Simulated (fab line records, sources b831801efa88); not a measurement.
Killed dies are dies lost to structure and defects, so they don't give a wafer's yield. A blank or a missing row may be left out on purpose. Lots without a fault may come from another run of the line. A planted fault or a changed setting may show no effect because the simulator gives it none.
A struck lot beside a sound one | flow gf180mcu | 18 steps out of a route of 602
Sound: wafers L269.1, L269.2, L269.5. Struck: wafers L280.1, L280.4, L280.6. The cause comes at the end.
At each step with rows: each side's tool, then ch and its chambers, then its first start. Under that, the readings that differ: sound wafers | struck wafers | difference of the means | sigmas: that difference in standard deviations of wafers without a fault.
alike: readings whose means differ by less than 2 such deviations, and words and numbers that are the same on both sides. not compared: withheld readings, readings that some wafer has no value for, bounds like >300 that may hide the same value, and numbers for which the record gives no deviation and whose values overlap.
The two part at a step that has a row with sigmas, a row that says differs or no value, or rows on one side only. Numbers that don't overlap but have no deviation are shown without sigmas and don't part them. A reading that every wafer of one side lacks parts them only if that side has two wafers or more.

GF_PSD_STRIP_10: strips in O2/N2.
  sound on plasma_asher-02 ch 0,1, day 16 06:17; struck on plasma_asher-02 ch 0,1, day 20 12:29
  alike: chamber_pressure_mTorr, drypump_motor_current_A, heater_power_w, n2_flow_sccm, oes_product_au, strip_time_to_endpoint_s
  not compared: rf_hours_counter_h
GF_PSD_TW_MEAS_11:
  sound on film_metro-04, day 16 06:23; struck on film_metro-04, day 20 12:35
  alike: PSD_TW
then, 1 step without rows for these wafers: GF_PSD_CLEAN_12 (cleans in SC1/SC2, time 150 s).
GF_PSD_RTA_13: time 18.36 s.
  sound on rtp_anneal-02 ch 0, day 16 06:30; struck on rtp_anneal-02 ch 0, day 20 12:42
  alike: chamber_o2_ppm, lamp_power_pct, wafer_temp_C_max
GF_PSD_RS_MEAS_14: measures by four-point-probe.
  sound on film_metro-01, day 16 06:35; struck on film_metro-04, day 20 12:47
  alike: NSD_RS
GF_PSD_RS_MEAS_15: measures by four-point-probe.
  sound on film_metro-01, day 16 06:42; struck on film_metro-04, day 20 12:55
  alike: PSD_RS
GF_SAB_CVD_00: deposits SiO2 from TEOS, target thk 50 nm, time 4.9302 s.
  sound on pecvd-03 ch 1,2, day 16 06:49; struck on pecvd-03 ch 0,2, day 20 13:02
  alike: heater_power_w
GF_SAB_THK_MEAS_01:
  sound on film_metro-03, day 16 06:50; struck on film_metro-03, day 20 13:03
  alike: SAB_CVD_00_THK
then, 4 steps without rows for these wafers: GF_SAB_DEHYDRATE_02 (time 60 s); GF_SAB_HMDS_03 (prime time 60 s); GF_SAB_COAT_04 (resist thk 1000 nm); GF_SAB_SOFTBAKE_05 (time 60 s).
GF_SAB_EXPOSE_06: exposes mask SAB, target cd 420 nm.
  sound on iline_stepper-01 ch 0, day 16 18:13; struck on iline_stepper-01 ch 0, day 21 00:27
  reading                     | sound                   | struck            | difference | sigmas
  model.SAB.overlay_x_nm (nm) | -0.1686 -0.1686 -0.1686 | 54.84 54.84 54.84 | +55.01     |
  alike: mask
then, 2 steps without rows for these wafers: GF_SAB_PEB_07; GF_SAB_DEVELOP_08 (develop time 60 s).
GF_SAB_CD_MEAS_09: target cd 420 nm.
  sound on cd_sem-01, day 17 05:38; struck on cd_sem-01, day 21 12:23
  alike: cd_nm
GF_SAB_OVL_MEAS_10:
  sound on overlay-02, day 17 05:45; struck on overlay-01, day 21 12:42
  reading      | sound          | struck         | difference | sigmas
  SAB_OVL (nm) | -1.7 -1.4 -0.6 | 54.2 53.8 55.9 | +55.9      | +43
  not compared: hold
GF_PASSIVATION_PROBE_99:
  the record has rows for the sound wafers here (prober-01, day 30 20:53) and none for the struck ones

WHERE THEY PART
First at GF_SAB_OVL_MEAS_10; last, within this record, at GF_PASSIVATION_PROBE_99.

WHY: what the simulator had put in
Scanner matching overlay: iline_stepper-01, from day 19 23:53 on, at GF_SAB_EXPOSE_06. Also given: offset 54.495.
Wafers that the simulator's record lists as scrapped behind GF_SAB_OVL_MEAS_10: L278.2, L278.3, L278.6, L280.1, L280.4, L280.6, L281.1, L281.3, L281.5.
